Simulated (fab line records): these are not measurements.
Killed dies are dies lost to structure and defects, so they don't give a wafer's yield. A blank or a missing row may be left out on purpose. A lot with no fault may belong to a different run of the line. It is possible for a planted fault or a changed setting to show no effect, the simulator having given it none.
fab line records	flow sky130
record: lots: 12	wafers: 36	last-day: 50
route steps=708 shown VIA3@587 METAL4@598 PAD_OPEN@708
lots that met no fault: from a run of the same line without faults
start-h: hours from the record's first day to the start of the lot's first wafer shown	wait-h: how many hours have passed since the lot's step before this one	" same as the row above	L1.1+2: a single row standing in for several wafers	- value missing, or start not given	* or withheld: withheld	< > ~ a bound
route shown NAME@n: names a module that has steps shown in the file, with the first one's number in the route	usual: the fault-free wafers' mean and standard deviation	same: alike in all rows	chamber/n: place in a boat	sites: each site's reading	_std_site: the standard deviation of these	_edge_site: mean of outer sites minus mean of inner sites	radius-mm: for every site, how far away it sits from the centre of the wafer	mask NAME#n: copy n	behind: the most recent tool/chamber to have shaped the wafer	hold: why the lot was held/for how many hours/how that ended	device: the n, p or np transistor that did not switch	end of line: at the end of the route, the tests of the same wafers	where a step has no rows: the recipe by itself	killed: dies lost to structure and defects at the first sort, not the wafer's yield	map: dies across one wafer; x = killed, . = not, _ = none there
set.NAME: the run value of the setting; set.NAME@STEP: its run value at that earlier step	model.NAME: the simulator's own value behind a step, which no gauge read
the route's steps for a sample of lots (tables are steps, rows are wafers)
services: when a tool's chamber went out of use (start-h, in hours from the record's first day, below 0 if earlier), for how many hours, and the reason
== steps ==
step: SKY_VIA3_ETCH_14
recipe: chemistry: N2/H2	target: BARC	ion-energy-ev: 200	source-w: 500	bias-w: 100	pressure-mtorr: 30	n2-flow-sccm: 100	h2-flow-sccm: 200	stop-on: SiO2	time-s: 45.9	target-depth-a: 600
usual: drypump-motor-current-A: 5.8/0.36	oes-product-au: 0.855/0.0049	run-length-s: 74.2/0.45	throttle-valve-pct: 13.225/0.01
lot.wafer	tool	chamber	start-h	wait-h	drypump-motor-current-A	oes-product-au	rf-hours-counter-h	run-length-s	throttle-valve-pct
L128.1	rie-diel-02	1	939.50	0.0	5.5	0.849	20	74.1	13.242
L128.4	"	2	"	"	6.1	0.851	16	75.7	13.220
L128.6	"	0	"	"	5.8	0.856	-	74.2	13.225
L129.1	rie-diel-02	2	961.51	0.0	6.1	0.855	17	74.9	13.230
L129.5	"	2	"	"	6.1	0.860	-	74.7	13.235
L129.6	"	1	"	"	5.5	0.850	-	74.5	13.231
L132.2	rie-diel-01	1	964.88	0.0	5.9	0.849	14	74.3	13.228
L132.4	"	0	"	"	5.5	0.851	16	74.4	13.230
L132.5	"	2	"	"	6.1	0.856	-	74.0	13.218
L131.3	rie-diel-04	1	974.28	0.0	6.5	0.856	15	73.7	13.239
L131.4	"	0	"	"	4.7	0.848	22	74.1	13.212
L131.6	"	3	"	"	6.2	0.858	-	74.6	13.238
L137.2	rie-diel-01	3	1017.46	0.0	6.0	0.856	11	74.3	13.221
L137.3	"	0	"	"	5.5	0.855	17	74.6	13.232
L137.6	"	1	"	"	5.9	0.852	-	74.1	13.214
L134.2	rie-diel-01	2	1024.53	0.0	6.1	0.854	18	73.3	13.218
L134.4	"	1	"	"	5.9	0.844	16	74.2	13.213
L134.6	"	3	"	"	6.0	0.855	-	74.4	13.223
L138.3	rie-diel-01	1	1026.05	0.0	5.9	0.854	16	74.4	13.218
L138.5	"	0	"	"	5.5	0.861	-	74.7	13.228
L138.6	"	3	"	"	6.0	0.861	-	73.9	13.241
L133.4	rie-diel-02	2	1027.50	0.0	6.1	0.861	19	74.8	13.218
L133.5	"	1	"	"	5.5	0.853	-	73.8	13.254
L133.6	"	0	"	"	5.9	0.860	-	73.6	13.218
L145.1	rie-diel-02	1	1056.20	0.0	5.5	0.819	24	77.9	13.223
L145.2	"	3	"	"	5.8	0.857	18	74.3	13.222
L145.5	"	0	"	"	5.9	0.861	-	74.1	13.228
L146.2	rie-diel-01	1	1056.81	0.0	5.9	0.859	17	74.6	13.228
L146.3	"	2	"	"	6.1	0.854	19	73.3	13.225
L146.4	"	3	"	"	6.0	0.852	13	73.8	13.236
L147.3	rie-diel-04	2	1056.85	0.0	5.5	0.853	29	73.7	13.219
L147.4	"	3	"	"	6.3	0.857	22	74.4	13.237
L147.5	"	0	"	"	4.7	0.841	-	74.5	13.229
L150.2	rie-diel-04	3	1078.33	0.0	6.3	0.855	23	74.2	13.219
L150.5	"	0	"	"	4.7	0.853	-	74.6	13.228
L150.6	"	3	"	"	6.3	0.856	-	74.6	13.231
step: SKY_VIA3_CVD_21
recipe: material: W	target-thk-nm: 390	time-s: 117.31	temp-c: 400	pressure-torr: 40
usual: heater-power-w: 865/45
lot.wafer	tool	chamber	start-h	wait-h	heater-power-w
L128.1	cvd-w-02	0	940.26	0.0	905
L128.4	"	0	"	"	901
L128.6	"	1	"	"	822
L129.1	cvd-w-01	1	962.33	0.0	875
L129.5	"	0	"	"	818
L129.6	"	1	"	"	904
L132.2	cvd-w-02	1	965.63	0.0	848
L132.4	"	1	"	"	843
L132.5	"	1	"	"	818
L131.3	cvd-w-01	1	975.07	0.1	891
L131.4	"	0	"	"	812
L131.6	"	1	"	"	891
L137.2	cvd-w-01	1	1018.23	0.0	916
L137.3	"	0	"	"	800
L137.6	"	0	"	"	811
L134.2	cvd-w-02	0	1025.67	0.1	898
L134.4	"	0	"	"	884
L134.6	"	0	"	"	890
L138.3	cvd-w-02	0	1026.95	0.1	903
L138.5	"	0	"	"	929
L138.6	"	0	"	"	932
L133.4	cvd-w-02	0	1028.80	0.2	922
L133.5	"	0	"	"	907
L133.6	"	0	"	"	909
L145.1	cvd-w-01	1	1057.00	0.0	898
L145.2	"	0	"	"	815
L145.5	"	0	"	"	804
L146.2	cvd-w-02	1	1057.56	0.0	842
L146.3	"	0	"	"	923
L146.4	"	1	"	"	830
L147.3	cvd-w-01	0	1057.65	0.1	790
L147.4	"	1	"	"	912
L147.5	"	1	"	"	884
L150.2	cvd-w-01	1	1079.18	0.0	890
L150.5	"	0	"	"	827
L150.6	"	1	"	"	893
step: SKY_VIA3_RS_MEAS_22
recipe: thk-meas-gauge: four-point-probe	reads: W_of_VIA3_CVD_21+TiN_of_VIA3_SPUTTER_20
usual: VIA3_W_RS: 0.2916/0.0029
lot.wafer	tool	chamber	start-h	wait-h	VIA3_W_RS[ohm/sq]
L128.1	film-metro-02	-	940.38	0.1	0.2980
L128.4	"	-	"	"	0.2963
L128.6	"	-	"	"	0.2891
L129.1	film-metro-04	-	962.46	0.1	0.2911
L129.5	"	-	"	"	0.2934
L129.6	"	-	"	"	0.2903
L132.2	film-metro-03	-	965.78	0.1	0.2893
L132.4	"	-	"	"	0.2941
L132.5	"	-	"	"	0.2932
L131.3	film-metro-02	-	975.20	0.1	0.2909
L131.4	"	-	"	"	0.2930
L131.6	"	-	"	"	0.2924
L137.2	film-metro-04	-	1018.37	0.1	0.2937
L137.3	"	-	"	"	0.2940
L137.6	"	-	"	"	0.2933
L134.2	film-metro-04	-	1025.90	0.2	0.2893
L134.4	"	-	"	"	0.2919
L134.6	"	-	"	"	0.2934
L138.3	film-metro-04	-	1027.16	0.2	0.2882
L138.5	"	-	"	"	0.2923
L138.6	"	-	"	"	0.2909
L133.4	film-metro-04	-	1028.98	0.1	0.2920
L133.5	"	-	"	"	0.2915
L133.6	"	-	"	"	0.2924
L145.1	film-metro-02	-	1057.12	0.1	0.2866
L145.2	"	-	"	"	0.2882
L145.5	"	-	"	"	0.2885
L146.2	film-metro-03	-	1057.71	0.1	0.2912
L146.3	"	-	"	"	0.2908
L146.4	"	-	"	"	0.2894
L147.3	film-metro-04	-	1057.77	0.1	0.2991
L147.4	"	-	"	"	0.2934
L147.5	"	-	"	"	0.2929
L150.2	film-metro-04	-	1079.32	0.1	0.2896
L150.5	"	-	"	"	0.2951
L150.6	"	-	"	"	0.2932
step: SKY_METAL4_SPUTTER_00
recipe: material: Ti	target-thk-nm: 15	power-w: 2927	time-s: 10	chamber-pressure-pa: 0.4
usual: throttle-valve-pct: 29.8/0.84
lot.wafer	tool	chamber	start-h	wait-h	throttle-valve-pct
L128.1	pvd-sputter-02	-	940.86	0.1	30.1
L128.4	"	-	"	"	29.0
L128.6	"	-	"	"	29.5
L129.1	pvd-sputter-03	-	962.94	0.1	30.2
L129.5	"	-	"	"	30.1
L129.6	"	-	"	"	31.9
L132.2	pvd-sputter-02	-	966.24	0.1	29.5
L132.4	"	-	"	"	29.4
L132.5	"	-	"	"	29.8
L131.3	pvd-sputter-02	-	975.64	0.1	29.0
L131.4	"	-	"	"	30.0
L131.6	"	-	"	"	28.9
L137.2	pvd-sputter-04	-	1018.83	0.2	30.8
L137.3	"	-	"	"	28.1
L137.6	"	-	"	"	30.7
L134.2	pvd-sputter-02	-	1026.36	0.1	29.9
L134.4	"	-	"	"	29.5
L134.6	"	-	"	"	29.8
L138.3	pvd-sputter-02	-	1027.60	0.1	28.8
L138.5	"	-	"	"	29.5
L138.6	"	-	"	"	30.0
L133.4	pvd-sputter-02	-	1029.40	0.1	29.4
L133.5	"	-	"	"	29.8
L133.6	"	-	"	"	29.8
L145.1	pvd-sputter-02	-	1057.83	0.1	28.9
L145.2	"	-	"	"	29.7
L145.5	"	-	"	"	28.8
L146.2	pvd-sputter-03	-	1058.17	0.1	30.2
L146.3	"	-	"	"	30.3
L146.4	"	-	"	"	30.2
L147.3	pvd-sputter-04	-	1058.21	0.1	30.3
L147.4	"	-	"	"	30.6
L147.5	"	-	"	"	30.4
L150.2	pvd-sputter-03	-	1079.78	0.2	29.9
L150.5	"	-	"	"	31.8
L150.6	"	-	"	"	29.9
step: SKY_PAD_OPEN_PROBE_99
usual: defect-limited-yield: 82.7/2	killed_at_M0_to_M3: 42/7.4	killed_at_M4_up: 3.5/1.9	killed-at-contacts: 24/5.2	killed-at-front-end: 15/4.5	killed-at-other: 0.2/0.53	killed-dies: 85/9.8	killed-open: 46/7.6	killed-short: 39/6.5	sort_bin_3_pad_short: 0.9/0.4	sort_bin_5_function: 10.3/1.5	sort_bin_6_memory: 6.1/1.1	sort-n-pass: 407/9.8	sort-yield-pct: 82.7/2
same: gross-dies: 492	killed-at-back-side: 0	sort_bin_4_leakage[%]: 0	sort_bin_8_speed[%]: 0
lot.wafer	tool	chamber	start-h	wait-h	defect-limited-yield[%]	killed_at_M0_to_M3	killed_at_M4_up	killed-at-contacts	killed-at-front-end	killed-at-other	killed-dies	killed-open	killed-short	sort_bin_3_pad_short[%]	sort_bin_5_function[%]	sort_bin_6_memory[%]	sort-n-pass	sort-yield-pct[%]
L128.1	prober-01	-	1085.25	0.1	82.1	29	5	38	16	0	88	44	44	1.2	11.0	5.7	404	82.1
L128.4	prober-01	-	1085.40	0.2	80.9	43	2	30	19	0	94	47	47	0.8	10.2	8.1	398	80.9
L128.6	prober-01	-	1085.50	0.2	81.1	53	0	26	12	2	93	46	47	1.2	12.2	5.5	399	81.1
L129.1	prober-01	-	1106.72	0.1	82.7	46	5	26	8	0	85	51	34	0.4	9.8	7.1	407	82.7
L129.5	prober-01	-	1106.92	0.2	83.5	45	4	24	8	0	81	45	36	1.0	8.3	7.1	411	83.5
L129.6	prober-01	-	1106.97	0.2	81.1	52	2	19	20	0	93	50	43	1.0	12.4	5.5	399	81.1
L132.2	prober-01	-	1108.27	0.1	85.6	41	1	24	5	0	71	41	30	0.6	8.7	5.1	421	85.6
L132.4	prober-01	-	1108.37	0.2	82.9	40	3	27	13	1	84	47	37	0.8	9.3	6.9	408	82.9
L132.5	prober-01	-	1108.42	0.2	80.9	60	1	27	6	0	94	56	38	1.0	11.4	6.7	398	80.9
L131.3	prober-02	-	1116.84	0.2	80.5	51	4	27	14	0	96	47	49	2.4	11.2	5.9	396	80.5
L131.4	prober-02	-	1116.89	0.2	81.7	40	2	23	24	1	90	54	36	0.2	12.0	6.1	402	81.7
L131.6	prober-02	-	1116.99	0.2	79.5	54	2	24	21	0	101	59	42	2.0	12.6	5.9	391	79.5
L137.2	prober-01	-	1151.37	0.1	83.3	42	2	20	18	0	82	38	44	1.6	8.5	6.5	410	83.3
L137.3	prober-01	-	1151.42	0.2	83.5	45	3	23	10	0	81	44	37	1.2	8.3	6.9	411	83.5
L137.6	prober-01	-	1151.57	0.2	83.9	41	4	22	12	0	79	41	38	0	10.4	5.7	413	83.9
L134.2	prober-01	-	1158.82	0.1	82.1	42	2	29	15	0	88	44	44	0.8	8.9	8.1	404	82.1
L134.4	prober-01	-	1158.92	0.2	82.9	41	1	27	15	0	84	44	40	1.0	9.3	6.7	408	82.9
L134.6	prober-01	-	1159.02	0.2	80.3	43	4	34	15	1	97	51	46	0.6	13.0	6.1	395	80.3
L138.3	prober-02	-	1159.45	0.2	83.3	37	4	19	22	0	82	50	32	1.0	10.8	4.9	410	83.3
L138.5	prober-02	-	1159.55	0.2	80.9	50	6	25	12	1	94	54	40	0.4	13.2	5.5	398	80.9
L138.6	prober-02	-	1159.60	0.2	82.7	43	4	19	19	0	85	46	39	0.6	9.6	7.1	407	82.7
L133.4	prober-01	-	1161.72	0.2	82.1	45	4	16	22	1	88	49	39	0.6	10.8	6.5	404	82.1
L133.5	prober-01	-	1161.77	0.2	83.1	43	7	24	9	0	83	33	50	1.4	10.2	5.3	409	83.1
L133.6	prober-01	-	1161.82	0.2	84.1	37	6	20	15	0	78	37	41	0.8	10.0	5.1	414	84.1
L145.1	prober-01	-	1185.20	0.1	80.7	49	3	21	21	1	95	55	40	0.8	9.8	8.7	397	80.7
L145.2	prober-01	-	1185.25	0.1	84.3	39	7	22	9	0	77	41	36	0.6	10.0	5.1	415	84.3
L145.5	prober-01	-	1185.40	0.2	81.7	47	6	21	16	0	90	46	44	0.6	11.0	6.7	402	81.7
L147.3	prober-01	-	1185.60	0.4	82.1	39	4	28	17	0	88	42	46	1.4	10.2	6.3	404	82.1
L147.4	prober-01	-	1185.65	0.5	82.3	49	3	19	16	0	87	53	33	0.4	10.8	6.5	405	82.3
L147.5	prober-01	-	1185.70	0.5	82.1	42	5	22	19	0	88	47	39	1.2	10.8	5.9	404	82.1
L146.2	prober-01	-	1186.75	0.1	80.1	52	1	26	19	0	98	60	38	0.4	11.8	7.7	394	80.1
L146.3	prober-01	-	1186.80	0.2	82.7	45	2	21	16	1	85	44	41	1.2	10.6	5.5	407	82.7
L146.4	prober-01	-	1186.85	0.2	83.3	41	5	26	10	0	82	48	34	0.6	10.0	6.1	410	83.3
L150.2	prober-01	-	1200.09	0.1	82.5	34	3	28	21	0	86	41	45	0.8	11.0	5.7	406	82.5
L150.5	prober-01	-	1200.24	0.2	80.7	45	5	23	22	0	95	47	48	1.0	10.8	7.5	397	80.7
L150.6	prober-01	-	1200.29	0.2	83.3	46	3	16	17	0	82	47	35	0.4	9.1	7.1	410	83.3
killed by level:class
L128.1 CONTACT:geometric-particle:open=16 METAL1:geometric-particle:short=9 LI_CONTACT:geometric-particle:open=8 POLY_GATE:geometric-particle:short=6 LOCAL_INTERCONNECT:geometric-particle:short=5 CONTACT:geometric-particle:short=5 VIA1:geometric-particle:open=5 VIA3:geometric-particle:open=5
L128.4 CONTACT:geometric-particle:open=12 VIA1:geometric-particle:open=10 VIA3:geometric-particle:open=8 CONTACT:geometric-particle:short=7 FIELD_ISO:geometric-particle:open=6 POLY_GATE:geometric-particle:short=6 LOCAL_INTERCONNECT:geometric-particle:short=6 METAL1:geometric-particle:short=6
L128.6 METAL1:geometric-particle:short=11 VIA1:geometric-particle:open=10 CONTACT:geometric-particle:open=9 POLY_GATE:geometric-particle:open=6 LI_CONTACT:geometric-particle:short=6 VIA1:geometric-particle:short=6 VIA2:geometric-particle:open=6 METAL3:geometric-particle:short=6
L129.1 VIA1:geometric-particle:open=15 CONTACT:geometric-particle:open=11 VIA3:geometric-particle:open=9 LI_CONTACT:geometric-particle:open=8 METAL2:geometric-particle:short=7 METAL1:geometric-particle:short=4 METAL4:geometric-particle:short=4 FIELD_ISO:geometric-particle:short=3
L129.5 VIA1:geometric-particle:open=11 VIA2:geometric-particle:open=9 LI_CONTACT:geometric-particle:open=8 CONTACT:geometric-particle:open=6 METAL2:geometric-particle:short=6 VIA1:geometric-particle:short=5 LI_CONTACT:geometric-particle:short=4 METAL1:geometric-particle:short=4
L129.6 VIA1:geometric-particle:open=16 METAL1:geometric-particle:short=9 METAL2:geometric-particle:short=7 FIELD_ISO:geometric-particle:short=6 FIELD_ISO:geometric-particle:open=6 CONTACT:geometric-particle:open=5 VIA3:geometric-particle:open=5 POLY_GATE:geometric-particle:short=4
L132.2 VIA1:geometric-particle:open=10 CONTACT:geometric-particle:open=8 LI_CONTACT:geometric-particle:open=6 CONTACT:geometric-particle:short=6 VIA3:geometric-particle:open=5 VIA2:geometric-particle:open=5 VIA2:geometric-particle:short=5 VIA1:geometric-particle:short=3
L132.4 LI_CONTACT:geometric-particle:open=11 CONTACT:geometric-particle:open=10 METAL1:geometric-particle:short=8 VIA1:geometric-particle:open=6 METAL2:geometric-particle:short=6 FIELD_ISO:geometric-particle:open=5 FIELD_ISO:geometric-particle:short=5 VIA3:geometric-particle:open=5
L132.5 CONTACT:geometric-particle:open=15 VIA1:geometric-particle:open=14 LI_CONTACT:geometric-particle:open=8 VIA1:geometric-particle:short=7 VIA2:geometric-particle:short=7 METAL2:geometric-particle:short=6 METAL3:geometric-particle:short=5 VIA2:geometric-particle:open=4
L131.3 METAL2:geometric-particle:short=11 LI_CONTACT:geometric-particle:open=9 VIA2:geometric-particle:open=7 CONTACT:geometric-particle:short=7 VIA1:geometric-particle:open=7 VIA3:geometric-particle:open=6 CONTACT:geometric-particle:open=5 METAL1:geometric-particle:short=5
L131.4 VIA1:geometric-particle:open=9 CONTACT:geometric-particle:open=8 METAL1:geometric-particle:short=8 POLY_GATE:geometric-particle:open=7 VIA3:geometric-particle:open=7 VIA2:geometric-particle:open=6 LI_CONTACT:geometric-particle:open=6 FIELD_ISO:geometric-particle:short=5
L131.6 LI_CONTACT:geometric-particle:open=9 VIA1:geometric-particle:open=9 VIA2:geometric-particle:open=9 VIA3:geometric-particle:open=8 METAL1:geometric-particle:short=7 CONTACT:geometric-particle:open=7 METAL2:geometric-particle:short=6 VIA3:geometric-particle:short=5
L137.2 VIA1:geometric-particle:open=10 CONTACT:geometric-particle:open=8 VIA1:geometric-particle:short=7 CONTACT:geometric-particle:short=5 METAL1:geometric-particle:short=5 FIELD_ISO:geometric-particle:short=4 SPACER:geometric-particle:short=4 METAL2:geometric-particle:short=4
L137.3 VIA1:geometric-particle:open=12 VIA3:geometric-particle:open=10 CONTACT:geometric-particle:open=8 LI_CONTACT:geometric-particle:short=5 LI_CONTACT:geometric-particle:open=5 METAL1:geometric-particle:short=5 CONTACT:geometric-particle:short=4 METAL2:geometric-particle:short=4
L137.6 VIA1:geometric-particle:open=12 CONTACT:geometric-particle:open=6 VIA2:geometric-particle:open=6 VIA3:geometric-particle:open=6 LI_CONTACT:geometric-particle:open=5 CONTACT:geometric-particle:short=5 VIA1:geometric-particle:short=5 VIA2:geometric-particle:short=4
L134.2 VIA1:geometric-particle:open=11 LI_CONTACT:geometric-particle:open=9 METAL1:geometric-particle:short=8 CONTACT:geometric-particle:open=7 VIA3:geometric-particle:open=7 LOCAL_INTERCONNECT:geometric-particle:short=6 FIELD_ISO:geometric-particle:short=5 METAL2:geometric-particle:short=5
L134.4 CONTACT:geometric-particle:open=11 FIELD_ISO:geometric-particle:short=8 VIA2:geometric-particle:open=8 METAL1:geometric-particle:short=8 VIA1:geometric-particle:open=6 CONTACT:geometric-particle:short=5 VIA3:geometric-particle:open=5 LI_CONTACT:geometric-particle:open=4
L134.6 VIA1:geometric-particle:open=14 LI_CONTACT:geometric-particle:open=13 METAL1:geometric-particle:short=6 METAL2:geometric-particle:short=6 FIELD_ISO:geometric-particle:short=5 LI_CONTACT:geometric-particle:short=5 LOCAL_INTERCONNECT:geometric-particle:short=5 CONTACT:geometric-particle:short=5
L138.3 FIELD_ISO:geometric-particle:open=7 VIA2:geometric-particle:open=7 VIA1:geometric-particle:open=7 VIA3:geometric-particle:open=7 CONTACT:geometric-particle:open=6 LI_CONTACT:geometric-particle:open=4 LOCAL_INTERCONNECT:geometric-particle:short=4 CONTACT:geometric-particle:short=4
L138.5 VIA2:geometric-particle:open=17 VIA1:geometric-particle:open=9 LI_CONTACT:geometric-particle:open=7 CONTACT:geometric-particle:open=6 POLY_GATE:geometric-particle:open=5 VIA1:geometric-particle:short=5 METAL2:geometric-particle:short=5 CONTACT:geometric-particle:short=4
L138.6 CONTACT:geometric-particle:open=10 VIA1:geometric-particle:open=9 VIA2:geometric-particle:open=6 VIA3:geometric-particle:open=6 METAL1:geometric-particle:short=5 METAL2:geometric-particle:short=5 VIA2:geometric-particle:short=5 FIELD_ISO:geometric-particle:open=4
L133.4 METAL1:geometric-particle:short=10 VIA1:geometric-particle:open=10 LI_CONTACT:geometric-particle:open=7 VIA3:geometric-particle:open=6 FIELD_ISO:geometric-particle:open=5 VIA2:geometric-particle:open=5 METAL2:geometric-particle:short=5 FIELD_ISO:geometric-particle:short=4
L133.5 VIA3:geometric-particle:open=9 METAL1:geometric-particle:short=8 METAL4:geometric-particle:short=7 CONTACT:geometric-particle:open=7 METAL2:geometric-particle:short=7 LOCAL_INTERCONNECT:geometric-particle:short=6 VIA3:geometric-particle:short=5 POLY_GATE:geometric-particle:short=4
L133.6 LI_CONTACT:geometric-particle:open=8 VIA1:geometric-particle:open=8 VIA1:geometric-particle:short=5 METAL4:geometric-particle:short=5 METAL2:geometric-particle:short=5 POLY_GATE:geometric-particle:open=4 METAL1:geometric-particle:short=4 FIELD_ISO:geometric-particle:open=3
L145.1 VIA2:geometric-particle:open=10 VIA1:geometric-particle:open=9 FIELD_ISO:geometric-particle:short=7 METAL2:geometric-particle:short=7 VIA3:geometric-particle:open=7 LI_CONTACT:geometric-particle:open=6 FIELD_ISO:geometric-particle:open=5 CONTACT:geometric-particle:open=5
L145.2 VIA2:geometric-particle:open=9 CONTACT:geometric-particle:open=8 VIA1:geometric-particle:open=8 METAL4:geometric-particle:short=5 FIELD_ISO:geometric-particle:open=4 LI_CONTACT:geometric-particle:open=4 METAL2:geometric-particle:short=4 LOCAL_INTERCONNECT:geometric-particle:short=4
L145.5 VIA1:geometric-particle:open=9 LI_CONTACT:geometric-particle:open=7 VIA1:geometric-particle:short=7 CONTACT:geometric-particle:open=6 FIELD_ISO:geometric-particle:short=5 POLY_GATE:geometric-particle:open=5 CONTACT:geometric-particle:short=5 METAL2:geometric-particle:short=5
L147.3 CONTACT:geometric-particle:open=8 VIA2:geometric-particle:open=8 VIA1:geometric-particle:open=8 LOCAL_INTERCONNECT:geometric-particle:short=7 POLY_GATE:geometric-particle:short=5 FIELD_ISO:geometric-particle:short=4 LI_CONTACT:geometric-particle:open=4 LI_CONTACT:geometric-particle:short=4
L147.4 VIA1:geometric-particle:open=12 CONTACT:geometric-particle:open=11 VIA2:geometric-particle:open=8 VIA2:geometric-particle:short=7 FIELD_ISO:geometric-particle:short=5 LOCAL_INTERCONNECT:geometric-particle:short=4 METAL1:geometric-particle:short=4 VIA3:geometric-particle:open=4
L147.5 CONTACT:geometric-particle:open=10 VIA3:geometric-particle:open=10 VIA1:geometric-particle:open=9 POLY_GATE:geometric-particle:short=6 METAL1:geometric-particle:short=6 LI_CONTACT:geometric-particle:open=5 METAL2:geometric-particle:short=5 FIELD_ISO:geometric-particle:open=4
L146.2 VIA1:geometric-particle:open=16 CONTACT:geometric-particle:open=10 LI_CONTACT:geometric-particle:open=9 VIA2:geometric-particle:open=9 FIELD_ISO:geometric-particle:short=7 FIELD_ISO:geometric-particle:open=7 METAL1:geometric-particle:short=6 VIA1:geometric-particle:short=5
L146.3 VIA1:geometric-particle:open=11 CONTACT:geometric-particle:open=7 VIA2:geometric-particle:open=7 VIA3:geometric-particle:short=5 VIA2:geometric-particle:short=5 VIA1:geometric-particle:short=5 METAL3:geometric-particle:short=4 FIELD_ISO:geometric-particle:short=3
L146.4 VIA1:geometric-particle:open=10 CONTACT:geometric-particle:open=9 METAL1:geometric-particle:short=9 LI_CONTACT:geometric-particle:open=8 VIA3:geometric-particle:open=6 CONTACT:geometric-particle:short=5 VIA1:geometric-particle:short=4 VIA2:geometric-particle:open=4
L150.2 CONTACT:geometric-particle:open=9 LI_CONTACT:geometric-particle:open=8 METAL3:geometric-particle:short=8 LOCAL_INTERCONNECT:geometric-particle:short=6 FIELD_ISO:geometric-particle:open=5 VIA1:geometric-particle:open=5 VIA3:geometric-particle:open=5 POLY_GATE:geometric-particle:short=4
L150.5 VIA1:geometric-particle:open=12 METAL1:geometric-particle:short=8 CONTACT:geometric-particle:open=7 POLY_GATE:geometric-particle:open=6 LOCAL_INTERCONNECT:geometric-particle:short=6 VIA3:geometric-particle:open=6 FIELD_ISO:geometric-particle:short=5 METAL4:geometric-particle:short=5
L150.6 VIA1:geometric-particle:open=18 CONTACT:geometric-particle:open=7 VIA2:geometric-particle:open=7 FIELD_ISO:geometric-particle:short=5 METAL3:geometric-particle:short=5 FIELD_ISO:geometric-particle:open=4 POLY_GATE:geometric-particle:open=3 POLY_GATE:geometric-particle:short=3
== services ==
tool	chamber	start-h	hours	kind
cvd-w-01	0	918.00	-	clean
cvd-w-01	1	918.00	-	clean
pvd-sputter-04	-	950.12	4.0	repair
cvd-w-01	-	950.70	6.9	pm
pvd-sputter-04	-	974.44	1.5	repair
pvd-sputter-02	-	990.80	6.4	repair
pvd-sputter-04	-	993.63	3.3	repair
cvd-w-02	-	994.49	1.2	repair
cvd-w-02	1	1024.52	11.0	repair
rie-diel-04	0	1028.87	3.4	repair
pvd-sputter-03	-	1048.88	2.7	repair
pvd-sputter-04	-	1074.37	3.2	repair
== key ==
first-sign: step: SKY_VIA3_ETCH_14	reading: run-length-s	direction: up	sigmas: 8.4	usual: *	struck: *
effect: step: SKY_VIA3_ETCH_14	reading: oes-product-au	direction: down	sigmas: 7.5	usual: 0.855	struck: 0.819
met-at SKY_VIA3_ETCH_14
struck-lots L145
struck-wafers L145.1
not-acting-at SKY_VIA3_CVD_21,SKY_VIA3_RS_MEAS_22,SKY_METAL4_SPUTTER_00
onset-between 1027.50 1056.20
fault: kind: process-parameter-drift	tool: rie-diel-02	chamber: -	onset-h: 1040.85	steps: SKY_VIA3_ETCH_14	channel: time-s	offset: *	shape: step	end-h: 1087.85	scope: struck-wafers-only	acts-in: *	stated: *
